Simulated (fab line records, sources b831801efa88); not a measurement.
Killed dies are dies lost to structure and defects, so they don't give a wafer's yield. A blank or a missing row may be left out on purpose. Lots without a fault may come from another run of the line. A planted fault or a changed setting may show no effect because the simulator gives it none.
Tool commonality check | flow gf180mcu | 13 lots, 39 wafers sampled

WHY IT WAS OPENED
At GF_LVPWELL_TW_MEAS_11 the reading LVPWELL_TW is flagged on 2 of 13 lots. Wafers without a fault read 564.4, standard deviation 2.4.
Rule: a lot is flagged when every wafer of it that has a number lies more than 4 standard deviations from that mean, or none has a number. The other lots count as sound.

lot  | measured    | on            | LVPWELL_TW, wafer by wafer | flag
L668 | day 3 21:25 | film_metro-01 | 558.3 560.3 560.4          |
L671 | day 4 13:01 | film_metro-02 | 568.6 566.4 565.5          |
L675 | day 5 13:02 | film_metro-03 | 566.9 564.2 562.1          |
L676 | day 5 19:46 | film_metro-01 | 565.9 564.9 564.2          |
L677 | day 5 22:39 | film_metro-03 | 564.6 565.6 564.7          |
L678 | day 6 04:46 | film_metro-02 | 563.5 562.7 565.2          |
L680 | day 6 18:40 | film_metro-01 | 673.0 675.3 675.9          | FLAGGED
L681 | day 6 22:46 | film_metro-03 | 570.6 565.7 570.2          |
L682 | day 7 03:44 | film_metro-02 | 567.4 568.6 566.2          |
L686 | day 8 01:20 | film_metro-01 | 561.6 562.2 560.5          |
L687 | day 8 08:04 | film_metro-01 | 675.1 676.9 674.1          | FLAGGED
L690 | day 9 01:40 | film_metro-02 | 562.5 566.2 565.1          |
L691 | day 9 08:04 | film_metro-01 | 563.5 565.5 563.1          |
The numbers of the flagged lots are 675.0 on average: +110.6 against the usual, or +46 standard deviations.

WHICH TOOL RAN EACH LOT
The record holds 1 process step before the reading, out of a route of 602 steps. In each cell: the tool, then ch and the chambers that the sampled wafers went through, then the start.
lot  | flag    | GF_LVPWELL_IMPLANT_08
L668 |         | implanter-03 ch 0, day 3 21:01
L671 |         | implanter-02 ch 0, day 4 12:40
L675 |         | implanter-03 ch 0, day 5 12:40
L676 |         | implanter-02 ch 0, day 5 19:24
L677 |         | implanter-03 ch 0, day 5 22:15
L678 |         | implanter-03 ch 0, day 6 04:22
L680 | FLAGGED | implanter-02 ch 0, day 6 17:59
L681 |         | implanter-04 ch 0, day 6 22:25
L682 |         | implanter-02 ch 0, day 7 03:20
L686 |         | implanter-03 ch 0, day 8 00:58
L687 | FLAGGED | implanter-03 ch 0, day 8 07:23
L690 |         | implanter-02 ch 0, day 9 01:16
L691 |         | implanter-03 ch 0, day 9 07:40
What these steps do:
- GF_LVPWELL_IMPLANT_08
- GF_LVPWELL_TW_MEAS_11

FLAGGED OVER TOTAL, TOOL BY TOOL (the gauges that took the reading come last)
step                  | tool          | lots run | flagged | share of the flagged lots | sound lots run after its first flagged lot
GF_LVPWELL_IMPLANT_08 | implanter-02  | 5        | 1       | some                      | 2 (L682,L690)
GF_LVPWELL_IMPLANT_08 | implanter-03  | 7        | 1       | some                      | 1 (L691)
GF_LVPWELL_IMPLANT_08 | implanter-04  | 1        | 0       | none                      | -
GF_LVPWELL_TW_MEAS_11 | film_metro-01 | 6        | 2       | all                       | 2 (L686,L691)
GF_LVPWELL_TW_MEAS_11 | film_metro-02 | 4        | 0       | none                      | -
GF_LVPWELL_TW_MEAS_11 | film_metro-03 | 3        | 0       | none                      | -

WHAT THE TABLE ALLOWS
1 row of the table ran every flagged lot: film_metro-01 at GF_LVPWELL_TW_MEAS_11.
- film_metro-01 at GF_LVPWELL_TW_MEAS_11: 2 of its 6 lots flagged. Sound lots ran on it after the first flagged one (L686, L691), which a lasting fault on the whole tool wouldn't allow.
No row of the table ran every flagged lot and no sound lot after the first.

WHAT THE SIMULATOR HAD PUT IN
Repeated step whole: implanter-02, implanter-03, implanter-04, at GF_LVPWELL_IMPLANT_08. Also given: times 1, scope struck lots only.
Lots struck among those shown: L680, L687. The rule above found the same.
